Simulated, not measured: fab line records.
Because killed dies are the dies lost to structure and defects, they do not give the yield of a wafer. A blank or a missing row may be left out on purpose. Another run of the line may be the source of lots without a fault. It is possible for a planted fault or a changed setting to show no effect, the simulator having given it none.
A single fault, viewed from 2 desks | flow sky130 | each desk has only its own numbers; what lay behind them comes last

## FROM THE METROLOGY DESK
Means of the sampled wafers that have a number, per lot and without regard to the tool the lot ran on: this is what the gauges read. Marked OUT: a lot whose mean sits more than 4 standard deviations from the usual mean, which makes it out of limits; the brackets give that distance.
Columns: A = NWELL_2_TW at SKY_NWELL_TW_MEAS_26, usual 490; B = CONTACT_BOW at SKY_CONTACT_BOW_MEAS_05, usual 81 um
lot  | first seen here | A   | B
L741 | day 5 10:22     | 495 | 82
L742 | day 5 14:56     | 490 | 78
L750 | day 7 13:31     | 490 | 79
L754 | day 8 17:25     | 485 | 83
L756 | day 9 04:53     | 492 | 85
L757 | day 9 10:54     | 487 | 83
L758 | day 9 17:32     | 486 | 85
L759 | day 9 19:12     | 495 | 84
L760 | day 10 05:37    | 492 | 83
L761 | day 10 10:53    | 491 | 84
L762 | day 10 16:10    | 490 | 85
L763 | day 11 00:50    | 488 | 85
L764 | day 11 09:01    | 487 | 80
Finding of this desk: none of the 13 lots has anything out of limits.

## FOR THE TOOL OWNER'S DESK: wet_bench-04
The tool's own readings at SKY_SD_N_CLEAN_13 (cleans in SC1/SC2, time 150 s): means of the sampled wafers that have a number, for each lot that ran on this tool. Marked OUT: a lot whose mean sits more than 4 standard deviations from the usual mean, which makes it out of limits; the brackets give that distance.
Columns: A = bath_heat_duty_pct at SKY_SD_N_CLEAN_13, usual 13.3 %; B = run_length_s at SKY_SD_N_CLEAN_13, usual 180 s
lot  | first seen here | A    | B
L750 | day 31 15:28    | 12.9 | 74 (-27) OUT
L759 | day 34 01:05    | 13.2 | 175
L761 | day 34 18:05    | 12.8 | 175
L763 | day 35 09:10    | 12.1 | 177
This desk finds L750 out of limits, L750 being first, at day 31 15:28 (run_length_s at SKY_SD_N_CLEAN_13). In limits: L759, L761, L763.

## BROUGHT TOGETHER
On L750, at day 31 15:28, an alarm was possible from the tool owner's desk.
Metrology desk: nothing out of limits seen.
The metrology desk holds a record of L750, inside its limits.
SKY_SD_N_CLEAN_13 was run on wet_bench-04 by each of the lots named.

## WHAT THE SIMULATOR PUT IN
wet_bench-04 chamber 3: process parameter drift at SKY_SD_N_CLEAN_13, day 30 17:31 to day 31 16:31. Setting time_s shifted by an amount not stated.
Lots struck among those shown: L750.
Time in hours from fault onset to the first out-of-limits reading at each desk: the tool owner's desk, 22.
